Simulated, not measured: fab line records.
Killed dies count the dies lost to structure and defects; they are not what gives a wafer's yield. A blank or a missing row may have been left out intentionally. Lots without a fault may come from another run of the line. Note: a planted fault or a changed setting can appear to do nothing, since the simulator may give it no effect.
A lot that was struck, set against a sound lot ; flow sky130 ; 17 out of 708 route steps
Sound: these wafers, L520.3, L520.5, L520.6. Wafers L526.2, L526.3, L526.6 were the ones struck. The cause comes at the end.
Order at every step that has rows: each side's tool, ch and its chambers, its first start. Under that, the readings that differ: sound wafers ; struck wafers ; difference of the means ; sigmas: that difference in standard deviations of wafers without a fault.
alike: readings with means less than 2 such deviations apart, plus words and numbers identical on both sides. not compared: withheld readings, readings lacking a value on some wafer, bounds such as >300 that could conceal the same value, and numbers that have no deviation in the record and whose values overlap.
The two part at a step that has a row with sigmas, a row that says differs or no value, or rows on one side only. Numbers that don't overlap but have no deviation are shown without sigmas and don't part them. A reading missing from all wafers of one side parts the sides only when that side holds two or more wafers.

SKY_LDD_P_OVL_MEAS_08:
  sound on overlay-01, day 19 19:36; struck on overlay-02, day 22 02:36
  alike: LDD_P_OVL
next, for these wafers, 1 step has no rows: SKY_LDD_P_IMPLANT_09.
SKY_LDD_P_STRIP_10: strips in O2/N2.
  sound on plasma-asher-02 ch 0,1, day 19 19:49; struck on plasma-asher-01 ch 0,1, day 22 02:47
  alike: drypump-motor-current-A, oes-product-au, strip-time-to-endpoint-s
  not compared: rf-hours-counter-h
SKY_LDD_P_TW_MEAS_11:
  sound on film-metro-04, day 19 19:54; struck on film-metro-01, day 22 02:53
  alike: LDD_P_TW
then, 7 steps without rows for these wafers: SKY_LDD_HVN_DEHYDRATE_00 (time 60 s); SKY_LDD_HVN_HMDS_01 (prime time 60 s); SKY_LDD_HVN_COAT_02 (resist thk 300 nm); SKY_LDD_HVN_SOFTBAKE_03 (time 60 s); SKY_LDD_HVN_EXPOSE_04 (exposes mask HVNTM, target cd 700 nm); SKY_LDD_HVN_PEB_05; SKY_LDD_HVN_DEVELOP_06 (develop time 60 s).
SKY_LDD_HVN_OVL_MEAS_07:
  sound on overlay-01, day 21 03:02; struck on overlay-02, day 23 09:20
reading;sound;struck;difference;sigmas
LDD_HVN_OVL (nm);0.6 1.6 0.9;-1.9 -1.1 -1.3;-2.5;-2
SKY_LDD_HVN_IMPLANT_08:
  sound on implanter-01 ch 0, day 21 03:07; struck on implanter-01 ch 0, day 23 09:23
reading;sound;struck;difference;sigmas
tilt-deg (degrees);40.018 40.002 40.017;0.045 0.013 0.038;-39.980;-99 or more
SKY_LDD_HVN_STRIP_09: strips in O2/N2.
  sound on plasma-asher-03 ch 0,1, day 21 03:14; struck on plasma-asher-03 ch 0, day 23 09:31
  alike: drypump-motor-current-A, oes-product-au, strip-time-to-endpoint-s
  not compared: rf-hours-counter-h
SKY_LDD_HVN_TW_MEAS_10:
  sound on film-metro-01, day 21 03:20; struck on film-metro-04, day 23 09:37
reading;sound;struck;difference;sigmas
LDD_HVN_TW;1416 1404 1412;1264 1261 1261;-149;-23
then, 1 step without rows for these wafers: SKY_LDD_HVP_DEHYDRATE_00 (time 60 s).
-- here the record skips 24 days between the struck wafers' starts before and after, leaving off in module LDD_HVP and picking up in module PAD_OPEN (first step shown: number 708 of the route) --
SKY_PAD_OPEN_PROBE_99:
  sound on prober-01, day 46 08:05; struck on prober-01, day 47 15:17
reading;sound;struck;difference;sigmas
model.etest.tip_n_5v.rs-ohm-sq;1404 1398 1396;972.1 980.5 980.8;-421.5;
model.etest.nfet-g5v0d10v5.r-on-ohm-um;1864 1883 1891;1811 1811 1809;-69;
model.etest.nfet-g5v0d10v5.drive-ua-um;614.5 604.2 604.5;628.6 626.9 623.6;+18.6;
model.etest.nfet_05v0_nvt.drive-ua-um;577.4 582.6 573;590.4 591.9 589.3;+12.9;
model.etest.res-ndiff-hv.rs-ohm-sq;113.1 113.7 113.5;111.3 111.3 110.7;-2.3;
  alike: killed_at_M0_to_M3, killed_at_M4_up, killed-at-contacts, killed-at-front-end, killed-at-other, killed-dies, killed-open, killed-short
  not compared: model.etest.nfet-g5v0d10v5.vt-sat-v

WHERE THEY PART
Last at SKY_LDD_HVN_TW_MEAS_10 as far as this record goes, first at SKY_LDD_HVN_OVL_MEAS_07. Later steps at which nothing parts them and some readings are alike: SKY_PAD_OPEN_PROBE_99.

WHY: the cause the simulator had injected
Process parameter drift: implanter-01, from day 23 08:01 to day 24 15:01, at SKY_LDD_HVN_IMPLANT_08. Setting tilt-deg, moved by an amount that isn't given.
